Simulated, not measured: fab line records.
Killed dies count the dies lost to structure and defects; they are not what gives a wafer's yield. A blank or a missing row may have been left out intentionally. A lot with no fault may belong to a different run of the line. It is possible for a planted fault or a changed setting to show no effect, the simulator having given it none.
A lot that was struck, set against a sound lot    flow sky130    18 steps out of a route of 708
Sound: the wafers L501.1, L501.2, L501.6. Struck: wafers L511.2, L511.3, L511.5. The cause comes at the end.
Per side, at each step with rows, come the tool, then ch with its chambers, and then its first start. Under that, the readings that differ: sound wafers    struck wafers    difference of the means    sigmas: that difference in standard deviations of wafers without a fault.
alike: readings whose means differ by less than 2 such deviations, and words and numbers that are the same on both sides. not compared: withheld readings, readings that some wafer has no value for, bounds like >300 that may hide the same value, and numbers for which the record gives no deviation and whose values overlap.
Wherever a step has rows on one side only, a row that says differs or no value, or a row with sigmas, the two part there. Numbers that have no deviation but don't overlap get no sigmas and don't part them. A reading missing from all wafers of one side parts the sides only when that side holds two or more wafers.

SKY_CONTACT_CMP_04: polishes SiO2.
  sound on cmp-01 ch 0,1,3, day 32 16:19; struck on cmp-02 ch 1,3, day 35 14:33
  alike: edge zone pressure frac, motor current A, time to endpoint s
SKY_CONTACT_BOW_MEAS_05:
  sound: film metro-01 at day 32 16:34; struck: film metro-01 at day 35 14:49
  alike: CONTACT_BOW
then, 8 steps without rows for these wafers: SKY_CONTACT_DEHYDRATE_06 (time 60 s); SKY_CONTACT_HMDS_07 (prime time 60 s); SKY_CONTACT_COAT_08 (resist thk 60 nm); SKY_CONTACT_COAT_09 (resist thk 450 nm); SKY_CONTACT_SOFTBAKE_10 (time 90 s); SKY_CONTACT_EXPOSE_11 (exposes mask CTM1, target cd 170 nm); SKY_CONTACT_PEB_12; SKY_CONTACT_DEVELOP_13 (develop time 60 s).
SKY_CONTACT_CD_MEAS_14: the cd target is 170 nm.
  sound: cd sem-01 at day 33 19:49; struck: cd sem-01 at day 36 18:29
  alike: cd nm
SKY_CONTACT_OVL_MEAS_15:
  sound: overlay-01 at day 33 19:56; struck: overlay-01 at day 36 18:36
  alike: CONTACT_OVL
SKY_CONTACT_ETCH_16: etches BARC in N2/H2, stops on SiO2, time 45.9 s, target depth 60 nm.
  sound on rie diel-01 ch 0,1,3, day 33 19:59; struck on rie diel-02 ch 0,2, day 36 18:38
  no value came back on the struck wafers for any of 6 readings (bias w (W), chamber pressure mTorr (mTorr) and others); on the sound wafers bias w (W) reads 100.6 100.0 99.9
reading                                         sound              struck             difference  sigmas
model.KrF-thick_of_CONTACT_COAT_09.thk nm (nm)  391.2 393.6 390.5  435.9 433.9 433.9  +42.8       
  not compared: rf hours counter h
SKY_CONTACT_ETCH_17: etches SiO2 in C4F8/O2/Ar, stops on Si3N4, target depth 340 nm.
  sound on rie diel-01 ch 0,1,3, day 33 20:01; struck on rie diel-02 ch 0,2, day 36 18:40
reading                sound              struck             difference  sigmas
oes product au (a.u.)  0.898 0.899 0.892  0.382 0.378 0.373  -0.519      -98
  alike: bias w, chamber pressure mTorr
SKY_CONTACT_ETCH_18: etches Si3N4 in CHF3/O2, stops on TiN, time 39 s, target depth 75 nm.
  sound: rie diel-01 ch 0,1,3; struck: rie diel-02 ch 0,2
reading                                         sound              struck             difference  sigmas
oes product au (a.u.)                           0.847 0.846 0.863  0.375 0.374 0.367  -0.480      -53
throttle valve pct (%)                          8.793 8.793 8.805  8.679 8.671 8.679  -0.121      -13
model.KrF-thick_of_CONTACT_COAT_09.thk nm (nm)  241.7 243.7 237.8  286 280 284.8      +43         
  alike: O2_flow_sccm, bias w, drypump motor current A
  not compared: rf hours counter h
SKY_CONTACT_STRIP_19: strips in O2/N2.
  sound on plasma asher-03 ch 0,1, day 33 20:07; struck on plasma asher-04 ch 0,1, day 36 18:46
reading                       sound              struck             difference  sigmas
oes product au (a.u.)         0.373 0.371 0.379  0.398 0.403 0.405  +0.028      +6
strip time to endpoint s (s)  3.60 3.61 3.56     4.06 4.03 4.06     +0.46       +10
  alike: drypump motor current A
  not compared: rf hours counter h
then, 1 step without rows for these wafers: SKY_CONTACT_STRIP_20 (strips in post etch residue remover, time 1200 s).
-- the record jumps here: 13 days lie between the struck wafers' starts before and after (it left off in module CONTACT and takes up again in module PAD_OPEN, whose first step shown is number 708 of the route) --
SKY_PAD_OPEN_PROBE_99:
  sound: prober-01 at day 47 13:44; struck: prober-01 at day 49 20:03
reading             sound     struck       difference  sigmas
killed_at_M0_to_M3  47 50 46  224 225 235  +180        +27
killed_at_M4_up     4 2 1     70 68 58     +63         +33
killed at contacts  31 20 26  111 121 118  +91         +17
killed at other     0 0 1     73 58 63     +64         +99 or more
killed dies         92 91 82  492 492 492  +404        +45
killed on rim       17 17 18  96 96 96     +79         +21
  alike: killed at front end, killed open, killed short

WHERE THEY PART
First at SKY_CONTACT_ETCH_16; last, within this record, at SKY_PAD_OPEN_PROBE_99.

WHY: the cause the simulator had injected
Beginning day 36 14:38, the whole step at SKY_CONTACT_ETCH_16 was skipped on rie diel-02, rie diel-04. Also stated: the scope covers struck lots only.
